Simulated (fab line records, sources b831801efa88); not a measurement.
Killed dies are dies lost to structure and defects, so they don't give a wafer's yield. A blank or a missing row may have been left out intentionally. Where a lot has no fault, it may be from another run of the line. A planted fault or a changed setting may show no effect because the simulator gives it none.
A struck lot beside a sound one / flow sky130 / 45 steps out of a route of 708
Sound: wafers L529.2, L529.4, L529.6. Wafers L538.1, L538.2, L538.3 were the ones struck. At the end, the cause is stated.
Each step with rows lists, per side, the tool, then ch with its chambers, then its first start. Under that, the readings that differ: sound wafers / struck wafers / difference of the means / sigmas: that difference in standard deviations of wafers without a fault.
alike: readings whose means differ by less than 2 such deviations, and words and numbers that are the same on both sides. not compared: withheld readings, readings that some wafer has no value for, bounds like >300 that may hide the same value, and numbers for which the record gives no deviation and whose values overlap.
A row with sigmas, a row that says differs or no value, or rows on one side alone: a step with any of these is where the two part. Non-overlapping numbers with no deviation appear without sigmas and do not part them. A reading that every wafer of one side lacks parts them only if that side has two wafers or more.

first, 5 steps without rows for these wafers: SKY_SONOS_TUNNEL_COAT_02 (resist thk 1140 nm); SKY_SONOS_TUNNEL_SOFTBAKE_03 (time 60 s); SKY_SONOS_TUNNEL_EXPOSE_04 (exposes mask TUNM, target cd 410 nm); SKY_SONOS_TUNNEL_PEB_05; SKY_SONOS_TUNNEL_DEVELOP_06 (develop time 60 s).
SKY_SONOS_TUNNEL_CD_MEAS_07: target cd 410 nm.
  sound on cd sem-02, day 14 11:19; struck on cd sem-02, day 17 07:02
  alike: cd nm
SKY_SONOS_TUNNEL_OVL_MEAS_08:
  sound on overlay-02, day 14 11:25; struck on overlay-01, day 17 07:10
  alike: SONOS_TUNNEL_OVL
then, 3 steps without rows for these wafers: SKY_SONOS_TUNNEL_IMPLANT_09; SKY_SONOS_TUNNEL_WET_ETCH_10 (etches SiO2 in dHF, target depth 14 nm, time 280 s); SKY_SONOS_TUNNEL_STRIP_11 (strips in SPM, time 600 s).
SKY_SONOS_TUNNEL_TW_MEAS_12:
  sound on film metro-03, day 14 12:10; struck on film metro-03, day 17 07:36
  alike: SONOS_TUNNEL_TW
then, 1 step without rows for these wafers: SKY_SONOS_TUNNEL_CLEAN_13 (cleans in dHF, time 20 s).
SKY_SONOS_ONO_OXIDATION_00: stabilise 600 s, purge 300 s, target thk 2.6 nm.
  sound on furnace-01 ch 0, day 14 12:23; struck on furnace-02 ch 0, day 17 10:08
reading=spike tc centre C (C); sound=800.9 800.7 799.4; struck=804.9 803.1 804.5; difference=+3.8; sigmas=+3
reading=spike tc upper C (C); sound=798.5 800.8 800.3; struck=764.7 766.2 765.6; difference=-34.4; sigmas=-31
reading=zone power upper pct (%); sound=14.2 14.5 14.3; struck=3.4 3.3 3.4; difference=-11.0; sigmas=-21
  alike: spike tc top C
  not compared: model.SiO2_of_SONOS_ONO_OXIDATION_00.thk nm
SKY_SONOS_ONO_THK_MEAS_01:
  sound on film metro-03, day 14 13:44; struck on film metro-01, day 17 11:29
  alike: SONOS_ONO_OXIDATION_THK
then, 1 step without rows for these wafers: SKY_SONOS_ONO_CVD_02 (deposits Si3N4 from DCS/NH3, target thk 10.5 nm, time 180 s).
SKY_SONOS_ONO_THK_MEAS_03:
  sound on film metro-01, day 14 16:50; struck on film metro-03, day 17 12:59
  alike: SONOS_ONO_CVD_02_THK
then, 1 step without rows for these wafers: SKY_SONOS_ONO_CVD_04 (deposits SiO2 from SiH4/N2O, target thk 5.7199 nm).
SKY_SONOS_ONO_THK_MEAS_05:
  sound on film metro-04, day 14 18:08; struck on film metro-03, day 17 14:17
  alike: SONOS_ONO_CVD_04_THK
then, 7 steps without rows for these wafers: SKY_SONOS_ONO_DEHYDRATE_06 (time 60 s); SKY_SONOS_ONO_HMDS_07 (prime time 60 s); SKY_SONOS_ONO_COAT_08 (resist thk 1140 nm); SKY_SONOS_ONO_SOFTBAKE_09 (time 60 s); SKY_SONOS_ONO_EXPOSE_10 (exposes mask ONOM, target cd 410 nm); SKY_SONOS_ONO_PEB_11; SKY_SONOS_ONO_DEVELOP_12 (develop time 60 s).
SKY_SONOS_ONO_CD_MEAS_13: target cd 410 nm.
  sound on cd sem-01, day 15 21:11; struck on cd sem-01, day 18 20:04
  alike: cd nm
SKY_SONOS_ONO_OVL_MEAS_14:
  sound on overlay-02, day 15 21:18; struck on overlay-02, day 18 20:11
  alike: SONOS_ONO_OVL
SKY_SONOS_ONO_ETCH_15: etches the open film in CHF3/O2, target depth 19.52 nm, time 7.8 s.
  sound on rie diel-01 ch 0,2,3, day 15 21:20; struck on rie diel-04 ch 0,1,3, day 18 20:13
  alike: drypump motor current A, oes product au, throttle valve pct
  not compared: rf hours counter h
then, 1 step without rows for these wafers: SKY_SONOS_ONO_WET_ETCH_16 (etches SiO2 in dHF, target depth 14 nm, time 280 s).
SKY_SONOS_ONO_STRIP_17: strips in O2/N2.
  sound on plasma asher-04 ch 0,1, day 15 21:26; struck on plasma asher-03 ch 0,1, day 18 20:20
  alike: drypump motor current A, oes product au, strip time to endpoint s
  not compared: rf hours counter h
then, 3 steps without rows for these wafers: SKY_SONOS_ONO_WET_ETCH_18 (etches Si3N4 in H3PO4, target depth 15 nm, time 172 s); SKY_GATE_OXIDE_CLEAN_00 (cleans in SC1/SC2, time 150 s); SKY_GATE_OXIDE_OXIDATION_01 (stabilise 600 s, purge 300 s, target thk 10.268 nm).
SKY_GATE_OXIDE_THK_MEAS_02:
  sound on film metro-01, day 16 00:59; struck on film metro-02, day 18 22:46
  alike: GATE_OXIDE_OXIDATION_00_THK
then, 7 steps without rows for these wafers: SKY_GATE_OXIDE_DEHYDRATE_03 (time 60 s); SKY_GATE_OXIDE_HMDS_04 (prime time 60 s); SKY_GATE_OXIDE_COAT_05 (resist thk 1140 nm); SKY_GATE_OXIDE_SOFTBAKE_06 (time 60 s); SKY_GATE_OXIDE_EXPOSE_07 (exposes mask LVOM, target cd 600 nm); SKY_GATE_OXIDE_PEB_08; SKY_GATE_OXIDE_DEVELOP_09 (develop time 60 s).
SKY_GATE_OXIDE_OVL_MEAS_10:
  sound on overlay-01, day 17 05:26; struck on overlay-01, day 20 05:52
  alike: GATE_OXIDE_OVL
-- the record jumps here: 18 days lie between the struck wafers' starts before and after (it left off in module GATE_OXIDE and takes up again in module METAL1, whose first step shown is number 451 of the route) --
SKY_METAL1_DESCUM_17: chemistry O2, time 8 s.
  sound on rie metal-03 ch 0,1, day 35 21:41; struck on rie metal-01 ch 0,1, day 38 10:11
reading=model.METAL1.cd nm (nm); sound=139.4 140.8 140.3; struck=160.6 163.3 163.4; difference=+22.3; sigmas=
  alike: drypump motor current A, oes product au
  not compared: rf hours counter h
SKY_METAL1_METAL_ETCH_19: etches the open film in Cl2/BCl3, stops on SiO2, target depth 360 nm, time 78 s.
  sound on rie metal-03 ch 0,1, day 35 21:46; struck on rie metal-01 ch 0,1, day 38 10:16
reading=model.METAL1.cd nm (nm); sound=140.4 146.5 145.3; struck=160.4 164.1 162.8; difference=+18.4; sigmas=
  alike: drypump motor current A, oes product au, throttle valve pct
  not compared: rf hours counter h
-- the record jumps here: 12 days lie between the struck wafers' starts before and after (it left off in module METAL1 and takes up again in module PAD_OPEN, whose first step shown is number 708 of the route) --
SKY_PAD_OPEN_PROBE_99:
  sound on prober-01, day 48 04:37; struck on prober-01, day 49 22:26
reading=model.etest.met1.width nm (nm); sound=138.8 146.6 146.8; struck=160.7 160.8 162.6; difference=+17.3; sigmas=
reading=model.etest.met1.line ohm um; sound=0.9065 0.8742 0.8674; struck=0.7783 0.7876 0.7846; difference=-0.0992; sigmas=
  alike: killed_at_M0_to_M3, killed_at_M4_up, killed at contacts, killed at front end, killed at other, killed dies, killed open, killed short

## WHERE THEY PART
Only at SKY_SONOS_ONO_OXIDATION_00, within this record. Later steps at which nothing parts them and some readings are alike: SKY_SONOS_ONO_THK_MEAS_01, SKY_SONOS_ONO_THK_MEAS_03, SKY_SONOS_ONO_THK_MEAS_05, SKY_SONOS_ONO_CD_MEAS_13, SKY_SONOS_ONO_OVL_MEAS_14, SKY_SONOS_ONO_ETCH_15, SKY_SONOS_ONO_STRIP_17, SKY_GATE_OXIDE_THK_MEAS_02, SKY_GATE_OXIDE_OVL_MEAS_10, SKY_METAL1_DESCUM_17, SKY_METAL1_METAL_ETCH_19, SKY_PAD_OPEN_PROBE_99.

WHY: whatever the simulator had introduced
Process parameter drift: furnace-02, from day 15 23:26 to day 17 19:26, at SKY_SONOS_ONO_OXIDATION_00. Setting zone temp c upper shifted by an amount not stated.
